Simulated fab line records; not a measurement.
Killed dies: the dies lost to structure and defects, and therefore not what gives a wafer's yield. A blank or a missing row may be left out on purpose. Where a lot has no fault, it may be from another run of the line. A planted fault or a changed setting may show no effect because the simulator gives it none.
Problem report in the 8D (eight disciplines) form, filled by code -- flow gf180mcu -- the parts of the form that need people (team, actions taken, sign-off) are left out

1. WHAT WENT WRONG
PASSIVATION_CVD_00_THK at GF_PASSIVATION_THK_MEAS_01 reads a mean of 916 nm on 2 wafers of 1 lot; wafers without a fault read 1002 nm with a standard deviation of 9.8. That is -8.7 standard deviations from the usual mean.
First observed at day 33 05:02: wafer L756.2, on film_metro-01. The record has a number at this step for 15 wafers belonging to 5 lots. Rule for "out", or "out of limits": more than 4 standard deviations from the usual mean. All remaining wafers that have a number are taken as sound.

2. WHAT THIS IS AND IS NOT
question,is,is not
which readings at this step,PASSIVATION_CVD_00_THK,-
which lots,L756,"L745, L746, L759, L760"
which wafers of those lots,"L756.2, L756.3",L756.4
read on which gauges,film_metro-01,"film_metro-03, film_metro-04"
when,from day 33 05:02,"up to then (7 sound wafers); but 6 sound wafers of L759, L760 came after"

3. SUSPECTS, AND WHAT RULES EACH OUT
Counting: a tool at a process step up to the reading stays a suspect if it ran every lot that is out. Sound lots after the first of them don't rule it out here, since some wafers of a struck lot are sound.
- the gauge at GF_PASSIVATION_THK_MEAS_01: kept. All the wafers that are out were read on film_metro-01, and no step on other tools shows them out.
- rie_metal-04 at GF_TOP_METAL_METAL_ETCH_16 (etches the open film in Cl2/BCl3, stops on SiO2, target depth 1197 nm, time 199.5 s): kept. It ran the lot that is out, L756 (day 33 04:13).
- plasma_asher-01 at GF_TOP_METAL_STRIP_17 (strips in O2/N2): kept. L756, the lot that is out, went through it at day 33 04:25; up to then, the latest sound lot through it was L746 at day 30 19:11.
- pecvd-02 at GF_PASSIVATION_CVD_00 (deposits SiO2 from TEOS, target thk 1000 nm, time 111.95 s): kept. L756, the lot that is out, went through it at day 33 04:57; up to then, the latest sound lot through it was L745 at day 30 12:15.
- The sound lot-mates ran in chamber 1 of plasma_asher-01 at GF_TOP_METAL_STRIP_17, but the wafers that are out ran in chamber 0.
Left after counting: rie_metal-04 at GF_TOP_METAL_METAL_ETCH_16, plasma_asher-01 at GF_TOP_METAL_STRIP_17, pecvd-02 at GF_PASSIVATION_CVD_00, film_metro-01 at GF_PASSIVATION_THK_MEAS_01.

4. THE CAUSE (what the simulator had put in)
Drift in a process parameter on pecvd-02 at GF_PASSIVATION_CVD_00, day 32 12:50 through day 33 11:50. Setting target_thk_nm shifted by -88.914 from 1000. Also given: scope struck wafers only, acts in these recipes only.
Counting leaves 4 suspects; this tool is one of them.

5. THE CHAIN OF EFFECTS, in route order
Rows list readings where the struck wafers' mean (over those with a number) sits beyond 3 standard deviations from the usual. Only readings whose record carries a usual standard deviation are examined. hours: median over the lots of the time between each lot's start at the first step of this table that gives one and its start at this step. sigmas: the change, counted in usual standard deviations.
hours,step,reading,usual,on struck wafers,change,sigmas
0,GF_PASSIVATION_THK_MEAS_01,PASSIVATION_CVD_00_THK,1002 nm,916,-86,-8.7

6. WHAT WOULD HAVE CAUGHT IT SOONER
Counted from the fault's start at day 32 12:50, it took 16 hours until the first out-of-limits reading at a measuring or inspecting step in this record, taken at day 33 05:02.
Tool readings at GF_PASSIVATION_CVD_00 with a usual standard deviation given in the record: none out on any struck wafer, hence no alarm at a limit of 4 standard deviations on them.
By day 33 05:02, every lot that is out (1) had started GF_PASSIVATION_CVD_00 on pecvd-02. Holding the tool at that point would not have protected any of them.
